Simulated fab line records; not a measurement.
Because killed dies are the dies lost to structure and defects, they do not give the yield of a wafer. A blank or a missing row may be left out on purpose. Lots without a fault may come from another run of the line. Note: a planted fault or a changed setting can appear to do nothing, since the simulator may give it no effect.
Which tool was responsible? | flow sky130 | 72 wafers from 24 lots sampled at 3 of the route's 708 steps

## WHAT THE GAUGES READ, wafer by wafer
SKY_PWDE_OVL_MEAS_07. Usual: PWDE_OVL 0.2 nm, standard deviation 1.5.
lot  | measured    | on         | PWDE_OVL (nm)  | flag
L075 | day 4 05:17 | overlay-02 | -2.2 1.0 0.5   |
L074 | day 4 06:06 | overlay-02 | -0.6 -2.3 -0.9 |
L076 | day 4 10:45 | overlay-02 | 1.3 -1.6 0.6   |
L077 | day 4 11:33 | overlay-01 | 0.5 0.6 1.9    |
L078 | day 4 15:01 | overlay-02 | -0.7 -0.3 -2.3 |
L079 | day 4 22:53 | overlay-02 | -0.8 -0.7 -1.7 |
L080 | day 5 06:51 | overlay-02 | 0.6 1.8 0.5    |
L081 | day 5 13:51 | overlay-01 | 0.1 0.8 0.8    |
L082 | day 5 23:48 | overlay-02 | 3.2 -0.1 0.9   |
L083 | day 6 07:12 | overlay-01 | 2.0 1.7 1.1    |
L084 | day 6 07:59 | overlay-02 | 0.8 0.6 0.0    |
L085 | day 6 18:11 | overlay-02 | -1.1 -0.2 0.2  |
L086 | day 6 18:47 | overlay-02 | 1.6 0.6 0.8    |
L087 | day 7 03:51 | overlay-02 | -1.2 -1.0 -2.1 |
L089 | day 7 08:23 | overlay-02 | -0.8 0.0 -0.6  |
L088 | day 7 08:44 | overlay-01 | 1.8 1.3 2.2    |
L090 | day 7 15:59 | overlay-01 | 1.2 -0.1 1.0   |
L091 | day 7 21:38 | overlay-02 | 0.5 -0.6 0.5   |
L092 | day 8 04:18 | overlay-01 | 1.5 1.8 1.7    |
L093 | day 8 09:49 | overlay-01 | -0.4 2.1 0.9   |
L094 | day 8 14:47 | overlay-01 | -1.0 0.0 2.1   |
L095 | day 8 16:07 | overlay-02 | -1.7 -2.9 -3.9 |
L096 | day 8 21:50 | overlay-01 | -2.2 -0.1 -0.2 |
L097 | day 9 05:29 | overlay-01 | 0.7 0.7 0.7    |

SKY_VIA1_THK_MEAS_01. Usual: VIA1_HDPCVD_THK 1027 nm, standard deviation 9.2.
lot  | measured     | on            | VIA1_HDPCVD_THK (nm) | flag
L075 | day 33 11:23 | film_metro-01 | 1030 1023 1012       |
L074 | day 33 14:01 | film_metro-02 | 1026 1026 1033       |
L076 | day 33 19:26 | film_metro-02 | 1018 1015 1005       |
L077 | day 33 20:17 | film_metro-01 | 1013 1020 1014       |
L078 | day 34 02:15 | film_metro-02 | 1031 1022 1027       |
L079 | day 34 11:58 | film_metro-01 | 1027 1017 1010       |
L080 | day 35 00:56 | film_metro-03 | 1021 1023 1024       |
L081 | day 35 11:14 | film_metro-02 | 1037 1045 1052       |
L082 | day 35 21:41 | film_metro-02 | 1019 1027 1034       |
L083 | day 36 15:45 | film_metro-01 | 1030 1022 1024       |
L084 | day 36 09:29 | film_metro-03 | 1040 1028 1029       |
L085 | day 36 19:26 | film_metro-01 | 1024 1011 1010       |
L086 | day 37 01:41 | film_metro-01 | 1028 1037 1025       |
L087 | day 37 12:35 | film_metro-02 | 1028 1039 1027       |
L089 | day 37 18:39 | film_metro-01 | 1024 1035 1027       |
L088 | day 37 17:10 | film_metro-03 | 1028 1035 1031       |
L090 | day 38 05:05 | film_metro-02 | 1027 1040 1028       |
L091 | day 38 09:28 | film_metro-02 | 1033 1024 1025       |
L092 | day 38 14:14 | film_metro-01 | 1023 1031 1043       |
L093 | day 38 23:29 | film_metro-02 | 1026 1047 1011       |
L094 | day 39 01:54 | film_metro-01 | 1044 1052 1031       |
L095 | day 39 07:42 | film_metro-01 | 1025 1033 1040       |
L096 | day 39 19:43 | film_metro-01 | 1024 1021 1020       |
L097 | day 39 23:53 | film_metro-03 | 1036 1025 1042       |

## EACH LOT AND THE TOOL THAT RAN IT (in order: tool; ch and the chambers of the sampled wafers; start)
lot  | SKY_CONTACT_ETCH_18
L075 | rie_diel-04 ch 0,1,2, day 33 11:23 or earlier
L074 | rie_diel-04 ch 1,3, day 33 14:01 or earlier
L076 | rie_diel-04 ch 0,1,3, day 33 19:26 or earlier
L077 | rie_diel-01 ch 0,1,3, day 33 20:17 or earlier
L078 | rie_diel-01 ch 0,1, day 34 02:15 or earlier
L079 | rie_diel-04 ch 0,1,3, day 34 11:58 or earlier
L080 | rie_diel-04 ch 0,2,3, day 35 00:56 or earlier
L081 | rie_diel-04 ch 2,3, day 35 11:14 or earlier
L082 | rie_diel-01 ch 0,1,2, day 35 21:41 or earlier
L083 | rie_diel-01 ch 1,2, day 36 15:45 or earlier
L084 | rie_diel-04 ch 0,1,2, day 36 09:29 or earlier
L085 | rie_diel-01 ch 1,2,3, day 36 19:26 or earlier
L086 | rie_diel-03 ch 0,1, day 37 01:41 or earlier
L087 | rie_diel-03 ch 2,3, day 37 12:35 or earlier
L089 | rie_diel-01 ch 0,2,3, day 37 18:39 or earlier
L088 | rie_diel-04 ch 0,2,3, day 37 17:10 or earlier
L090 | rie_diel-01 ch 1,3, day 38 05:05 or earlier
L091 | rie_diel-04 ch 0,1,3, day 38 09:28 or earlier
L092 | rie_diel-04 ch 1,2, day 38 14:14 or earlier
L093 | rie_diel-01 ch 0,1, day 38 23:29 or earlier
L094 | rie_diel-03 ch 1,2,3, day 39 01:54 or earlier
L095 | rie_diel-01 ch 0,1,3, day 39 07:42 or earlier
L096 | rie_diel-01 ch 0,3, day 39 19:43 or earlier
L097 | rie_diel-03 ch 1,2,3, day 39 23:53 or earlier
- SKY_CONTACT_ETCH_18: etches Si3N4 in CHF3/O2, stops on TiN, time 39 s, target depth 75 nm.

## AS READ BY THE TOOLS THEMSELVES (means over the sampled wafers that have a number; for cases with no such wafer, the mark the record gives instead)
SKY_CONTACT_ETCH_18. Usual: drypump_motor_current_A 5.8 A, standard deviation 0.53; oes_product_au 0.855 a.u., standard deviation 0.0075; throttle_valve_pct 8.794 %, standard deviation 0.0095.
lot  | tool        | drypump_motor_current_A (A) | oes_product_au (a.u.) | throttle_valve_pct (%) | flag
L075 | rie_diel-04 | 5.5                         | 0.858                 | 8.795                  |
L074 | rie_diel-04 | 5.9                         | 0.860                 | 8.797                  |
L076 | rie_diel-04 | 5.9                         | 0.857                 | 8.802                  |
L077 | rie_diel-01 | 6.1                         | 0.849                 | 8.785                  |
L078 | rie_diel-01 | 6.0                         | 0.855                 | 8.778                  |
L079 | rie_diel-04 | 5.9                         | 0.845                 | 8.786                  |
L080 | rie_diel-04 | 5.9                         | 0.852                 | 8.801                  |
L081 | rie_diel-04 | 6.3                         | 0.858                 | 8.791                  |
L082 | rie_diel-01 | 5.6                         | 0.867                 | 8.788                  |
L083 | rie_diel-01 | 5.3                         | 0.861                 | 8.788                  |
L084 | rie_diel-04 | 5.5                         | 0.857                 | 8.795                  |
L085 | rie_diel-01 | 5.8                         | 0.857                 | 8.796                  |
L086 | rie_diel-03 | 5.8                         | 0.856                 | 8.785                  |
L087 | rie_diel-03 | 5.1                         | 0.867                 | 8.794                  |
L089 | rie_diel-01 | 5.5                         | 0.856                 | 8.787                  |
L088 | rie_diel-04 | 5.9                         | 0.854                 | 8.794                  |
L090 | rie_diel-01 | 6.3                         | 0.846                 | 8.787                  |
L091 | rie_diel-04 | 5.9                         | 0.858                 | 8.793                  |
L092 | rie_diel-04 | 5.5                         | 0.854                 | 8.804                  |
L093 | rie_diel-01 | 6.2                         | 0.859                 | 8.791                  |
L094 | rie_diel-03 | 5.3                         | 0.849                 | 8.792                  |
L095 | rie_diel-01 | 6.1                         | 0.852                 | 8.804                  |
L096 | rie_diel-01 | 5.9                         | 0.858                 | 8.800                  |
L097 | rie_diel-03 | 5.3                         | 0.853                 | 8.789                  |

## THE ANSWER, worked out from the rows above alone
Rule: a lot counts as off when the mean over its wafers that have a number is more than 3 standard deviations away from the usual mean. Also off: a lot with no number at a reading for which 4 or more lots have one. Any other lot the step has rows for is counted as sound. After the gauges, taken in route order, come the tools' own readings; for these a lot's mean is taken, as printed above. The first step at which some lot is off is used, and at that step the reading that is off furthest; a lot without a number counts as furthest.
Across all readings shown, no lot is off: no conclusion can be drawn from this.

## WHAT HAD BEEN PUT IN BY THE SIMULATOR
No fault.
